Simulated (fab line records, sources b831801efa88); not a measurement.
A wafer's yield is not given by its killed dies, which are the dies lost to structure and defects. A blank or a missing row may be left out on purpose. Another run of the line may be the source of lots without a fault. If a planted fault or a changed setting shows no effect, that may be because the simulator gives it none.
A lot that was struck, set against a sound lot | flow gf180mcu | 17 out of 602 route steps
Sound: these wafers, L825.3, L825.5, L825.6. Wafers struck: L834.1, L834.4, L834.5. At the end, the cause is stated.
Each step with rows lists, per side, the tool, then ch with its chambers, then its first start. Under that, the readings that differ: sound wafers | struck wafers | difference of the means | sigmas: that difference in standard deviations of wafers without a fault.
alike: same words and numbers on both sides, and readings whose means sit less than 2 such deviations apart. not compared: any withheld reading, any reading some wafer has no value for, any bound like >300 that may hide the same value, and any number with overlapping values for which the record gives no deviation.
Wherever a step has rows on one side only, a row that says differs or no value, or a row with sigmas, the two part there. When numbers do not overlap yet have no deviation, they are printed without sigmas and do not part them. A reading that every wafer of one side lacks parts them only if that side has two wafers or more.

first, 3 steps without rows for these wafers: GF_DUAL_GATE_CLEAN_00 (cleans in SC1/SC2, time 150 s); GF_DUAL_GATE_CLEAN_01 (cleans in dHF, time 20 s); GF_DUAL_GATE_OXIDATION_02 (stabilise 600 s, purge 300 s, target thk 10.887 nm).
GF_DUAL_GATE_THK_MEAS_03:
  sound: film metro-04 at day 8 01:11; struck: film metro-04 at day 10 16:51
  alike: DUAL_GATE_OXIDATION_00_THK
then, 7 steps without rows for these wafers: GF_DUAL_GATE_DEHYDRATE_04 (time 60 s); GF_DUAL_GATE_HMDS_05 (prime time 60 s); GF_DUAL_GATE_COAT_06 (resist thk 1000 nm); GF_DUAL_GATE_SOFTBAKE_07 (time 60 s); GF_DUAL_GATE_EXPOSE_08 (exposes mask Dualgate, target cd 700 nm); GF_DUAL_GATE_PEB_09; GF_DUAL_GATE_DEVELOP_10 (develop time 60 s).
GF_DUAL_GATE_OVL_MEAS_11:
  sound: overlay-01 at day 8 17:34; struck: overlay-01 at day 11 11:18
  alike: DUAL_GATE_OVL
GF_DUAL_GATE_WET_ETCH_12: etches SiO2 in dHF, target depth 13 nm, time 260 s.
  sound on wet bench-01 ch 1, day 8 17:35; struck on wet bench-01 ch 2, day 11 11:20
  no value came back on the struck wafers for bath heat duty pct (%), run length s (s); on the sound wafers bath heat duty pct (%) reads 5.7 5.7 6.7
  reading                              | sound             | struck            | difference | sigmas
  model.SiO2_of_STI_CVD_23.thk nm (nm) | 363.9 365.2 365.7 | 376.5 374.9 374.5 | +10.4      |
GF_DUAL_GATE_STRIP_13: strips in O2/N2.
  sound on plasma asher-01 ch 0,1, day 8 17:43; struck on plasma asher-04 ch 0,1, day 11 11:25
  alike: drypump motor current A, heater power w, oes product au, strip time to endpoint s
  not compared: rf hours counter h
GF_DUAL_GATE_CLEAN_14: cleans in SC1/SC2, time 150 s.
  sound on wet bench-02 ch 3, day 8 17:46; struck on wet bench-02 ch 2, day 11 11:31
  reading                              | sound           | struck            | difference | sigmas
  model.SiO2_of_STI_CVD_23.thk nm (nm) | 363.3 364.5 365 | 375.8 374.2 373.8 | +10.3      |
then, 1 step without rows for these wafers: GF_DUAL_GATE_OXIDATION_15 (stabilise 600 s, purge 300 s, target thk 7.098 nm).
-- record jumps: 21 days separate the struck wafers' starts on either side; left off in module DUAL_GATE, taken up again in module PASSIVATION, whose first shown step is the route's number 602 --
GF_PASSIVATION_PROBE_99:
  record: rows for the struck wafers here (prober-01, day 32 03:41), none for the sound ones

== WHERE THEY PART ==
Earliest at GF_DUAL_GATE_WET_ETCH_12; latest, in this record, at GF_PASSIVATION_PROBE_99.

WHY: what had been put in by the simulator
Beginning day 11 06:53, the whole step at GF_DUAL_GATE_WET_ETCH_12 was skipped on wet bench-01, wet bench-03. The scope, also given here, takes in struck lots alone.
